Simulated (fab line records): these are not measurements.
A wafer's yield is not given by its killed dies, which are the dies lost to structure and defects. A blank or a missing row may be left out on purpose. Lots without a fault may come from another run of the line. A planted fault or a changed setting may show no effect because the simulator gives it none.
A struck lot beside a sound one ; flow sky130 ; 15 steps out of a route of 708
Sound: the wafers L868.1, L868.4, L868.5. Struck: wafers L870.1, L870.6. (L870.2 of the same lot was not struck and is left out.) The cause comes at the end.
At each step with rows: each side's tool, then ch and its chambers, then its first start. Under that, the readings that differ: sound wafers ; struck wafers ; difference of the means ; sigmas: that difference in standard deviations of wafers without a fault.
alike: a reading whose means differ by less than 2 such deviations, as well as words and numbers matching on both sides. not compared: withheld readings; readings where some wafer has no value; bounds like >300 that might hide an equal value; numbers whose values overlap and for which the record gives no deviation.
The two part at a step that has a row with sigmas, a row that says differs or no value, or rows on one side only. Numbers that don't overlap but have no deviation are shown without sigmas and don't part them. A reading that every wafer of one side lacks parts them only if that side has two wafers or more.

first, 5 steps without rows for these wafers: SKY_LI_CONTACT_COAT_07 (resist thk 450 nm); SKY_LI_CONTACT_SOFTBAKE_08 (time 90 s); SKY_LI_CONTACT_EXPOSE_09 (exposes mask LICM1, target cd 170 nm); SKY_LI_CONTACT_PEB_10; SKY_LI_CONTACT_DEVELOP_11 (develop time 60 s).
SKY_LI_CONTACT_CD_MEAS_12: the cd target is 170 nm.
  sound: cdSem-01 at day 30 12:14; struck: cdSem-02 at day 31 15:20
  alike: cdNm
SKY_LI_CONTACT_OVL_MEAS_13:
  sound: overlay-01 at day 30 12:21; struck: overlay-02 at day 31 15:28
  alike: LI_CONTACT_OVL
SKY_LI_CONTACT_ETCH_14: etches BARC in N2/H2, stops on SiO2, time 45.9 s, target depth 60 nm.
  sound on rieDiel-02 ch 0,2,3, day 30 12:23; struck on rieDiel-02 ch 1,2, day 31 15:30
  alike: chamberPressureMTorr, drypumpMotorCurrentA, oesProductAu, throttleValvePct
  not compared: rfHoursCounterH
SKY_LI_CONTACT_ETCH_15: etches PSG in C4F8/O2/Ar, stops on Si, target depth 600 nm.
  sound on rieDiel-02 ch 0,2,3, day 30 12:26; struck on rieDiel-02 ch 1,2, day 31 15:32
  alike: chamberPressureMTorr, oesProductAu
SKY_LI_CONTACT_STRIP_16: strips in O2/N2.
  sound on plasmaAsher-01 ch 0,1, day 30 12:31; struck on plasmaAsher-01 ch 1, day 31 15:38
  alike: chamberPressureMTorr, drypumpMotorCurrentA, oesProductAu, stripTimeToEndpointS
  not compared: rfHoursCounterH
then, 2 steps without rows for these wafers: SKY_LI_CONTACT_CLEAN_17 (cleans in NMP, time 600 s); SKY_LI_CONTACT_PRE_CLEAN_18 (time 5.6 s).
SKY_LI_CONTACT_SPUTTER_19: material Ti, target thk 20 nm, time 106.37 s.
  sound: pvdSputter-01 at day 30 12:49; struck: pvdSputter-04 at day 31 15:55
reading;sound;struck;difference;sigmas
model.Ti_of_LI_CONTACT_SPUTTER_19.thkNm (nm);19.99 20.36 19.63;16.5 16.52;-3.5;
  alike: chamberPressurePa, throttleValvePct
SKY_LI_CONTACT_SPUTTER_20: material TiN, target thk 20 nm, time 80 s.
  sound: pvdSputter-01 at day 30 12:54; struck: pvdSputter-04 at day 31 16:00
  alike: chamberPressurePa, throttleValvePct
-- a jump in the record: the struck wafers' starts before and after are 16 days apart (it breaks off in module LI_CONTACT and resumes in module PAD_OPEN, where the first step shown is number 708 of the route) --
SKY_PAD_OPEN_PROBE_99:
  sound: prober-02 at day 46 17:50; struck: prober-02 at day 47 16:07
reading;sound;struck;difference;sigmas
killedShort;31 39 36;56 44;+15;+2
  alike: killed_at_M0_to_M3, killed_at_M4_up, killedAtContacts, killedAtFrontEnd, killedAtOther, killedDies, killedOpen
  not compared: model.etest.liconNdiff.rcOhm

## WHERE THEY PART
Only at SKY_PAD_OPEN_PROBE_99, as far as this record shows.

WHY: the cause the simulator had injected
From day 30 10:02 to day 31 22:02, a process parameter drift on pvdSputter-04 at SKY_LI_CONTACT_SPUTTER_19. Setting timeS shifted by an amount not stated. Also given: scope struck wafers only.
